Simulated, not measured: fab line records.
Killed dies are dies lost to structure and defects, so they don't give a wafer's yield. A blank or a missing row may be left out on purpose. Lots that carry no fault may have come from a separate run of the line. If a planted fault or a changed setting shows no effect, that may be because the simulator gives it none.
What tool caused it? ; flow sky130 ; 33 wafers from 12 lots sampled at 2 of the route's 708 steps

== WHAT EACH GAUGE READ, for each wafer ==
SKY_CAP2M_THK_MEAS_04: measures by xrf. Usual: CAP2M_TIN_THK gives 202.7 nm (standard deviation 2.1).
lot;measured;on;CAP2M_TIN_THK (nm);flag
L798;day 39 18:36;film_metro-03;202.5 202.3 202.3;
L801;day 40 15:38;film_metro-04;205.5 204.1 204.1;
L802;day 41 00:08;film_metro-01;205.8 204.6 205.7;
L804;day 41 16:42;film_metro-04;202.0 203.7 201.5;
L805;day 41 23:08;film_metro-04;198.6 201.2 200.4;
L809;day 42 20:54;film_metro-01;201.9 202.0 200.5;
L810;day 43 10:40;film_metro-03;201.3 201.2 203.1;
L811;day 43 21:56;film_metro-04;201.6 202.2 201.3;
L812;day 44 04:17;film_metro-03;201.5 201.0 202.0;
L816;day 45 02:46;film_metro-03;205.3 205.6;
L817;day 45 05:22;film_metro-01;203.9 201.2;
L818;day 45 11:19;film_metro-01;202.6 199.2;

== TOOL THAT RAN EACH LOT (tool first, then ch and the chambers of the sampled wafers, then the start) ==
lot;SKY_METAL3_DESCUM_15
L798;rie_metal-01 ch 0,1, day 38 14:12
L801;rie_metal-03 ch 0,1, day 39 10:59
L802;rie_metal-03 ch 0, day 39 20:50
L804;rie_metal-01 ch 0,1, day 40 13:19
L805;rie_metal-04 ch 0,1, day 40 19:54
L809;rie_metal-04 ch 0,1, day 41 17:48
L810;rie_metal-01 ch 0,1, day 42 06:46
L811;rie_metal-01 ch 0,1, day 42 19:18
L812;rie_metal-01 ch 0,1, day 43 01:20
L816;rie_metal-01 ch 0,1, day 44 00:46
L817;rie_metal-04 ch 0, day 44 04:01
L818;rie_metal-01 ch 0,1, day 44 10:27
- SKY_METAL3_DESCUM_15: chemistry O2, time 8 s.

== AS READ BY THE TOOLS THEMSELVES (means over the sampled wafers that have a number; for cases with no such wafer, the mark the record gives instead) ==
SKY_METAL3_DESCUM_15. Usual: drypump_motor_current_A 5.75 A, standard deviation 0.21; oes_product_au 0.999 a.u., standard deviation 0.0083.
lot;tool;drypump_motor_current_A (A);oes_product_au (a.u.);flag
L798;rie_metal-01;5.67;0.995;
L801;rie_metal-03;5.81;0.997;
L802;rie_metal-03;5.83;1.001;
L804;rie_metal-01;5.79;0.989;
L805;rie_metal-04;5.70;1.002;
L809;rie_metal-04;5.71;1.002;
L810;rie_metal-01;5.78;1.000;
L811;rie_metal-01;5.77;0.996;
L812;rie_metal-01;5.79;1.003;
L816;rie_metal-01;5.73;0.992;
L817;rie_metal-04;5.96;1.010;
L818;rie_metal-01;5.72;0.989;

== THE ANSWER, worked out from the rows above alone ==
Rule: lot off if the mean of its wafers having a number is beyond 3 standard deviations from the usual mean. Also off: a lot with no number at a reading for which 4 or more lots have one. All remaining lots with rows at the step are treated as sound. After the gauges, taken in route order, come the tools' own readings; for these a lot's mean is taken, as printed above. At the first step where some lot is off, the reading lying furthest off is the one used; lots without a number count as furthest.
No lot is off at any reading shown: from this, nothing can be told.

== WHAT THE SIMULATOR HAD INSERTED ==
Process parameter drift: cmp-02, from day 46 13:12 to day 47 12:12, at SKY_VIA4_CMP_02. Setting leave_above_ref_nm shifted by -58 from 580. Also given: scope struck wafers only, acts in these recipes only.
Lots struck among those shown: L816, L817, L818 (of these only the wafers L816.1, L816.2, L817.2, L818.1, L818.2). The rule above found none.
